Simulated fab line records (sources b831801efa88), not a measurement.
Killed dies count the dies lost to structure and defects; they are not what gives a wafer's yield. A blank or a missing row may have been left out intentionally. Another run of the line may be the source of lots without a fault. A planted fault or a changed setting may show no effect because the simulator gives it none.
Chamber matching	flow gf180mcu	3 sister chambers for GF_V4_CVD_00 on hdpcvd-02
The step deposits SiO2, target thk 600 nm, time 100 s. 6 wafers are shown with their chamber, then 8 later ones without.

== WAFERS PAIRED WITH THEIR CHAMBERS ==
wafer	chamber	sih4 flow sccm (sccm)
L826.3	2	59.91
L826.4	1	59.80
L829.3	2	59.91
L829.4	0	59.90
L829.5	1	59.79
L831.1	0	59.81

== WAFERS WITH NO CHAMBER GIVEN ==
wafer	sih4 flow sccm (sccm)
L831.2	60.19
L831.6	60.21
L833.2	60.05
L833.5	60.07
L833.6	60.13
L835.3	60.07
L835.4	59.64
L835.5	59.91

== EACH ONE'S CHAMBER ==
wafer	from the rows above	in truth
L831.2	can't be placed: 2 or 0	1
L831.6	can't be placed: 2 or 0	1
L833.2	can't be placed: 2 or 0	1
L833.5	can't be placed: 2 or 0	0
L833.6	can't be placed: 2 or 0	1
L835.3	can't be placed: 2 or 0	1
L835.4	can't be placed: 1 or 0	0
L835.5	can't be placed: 2 or 0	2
0 of 8 placed correctly. Not placeable from these rows: 8 (in 3, the candidates include the true chamber). Wrongly placed: 0.
How it was worked out, from the rows above alone: a wafer's distance from a chamber is the root of the sum, over the readings, of the square of ((its reading less the chamber's mean) divided by the reading's scatter). If the next closest chamber is less than 2 further off than the closest, the wafer can't be placed; otherwise it belongs to the closest. For every chamber, the mean is computed from those of its wafers that are shown. The scatter is the square root of a quotient: the sum, over the shown wafers, of each reading's squared deviation from its chamber's mean, divided by wafers minus chambers.
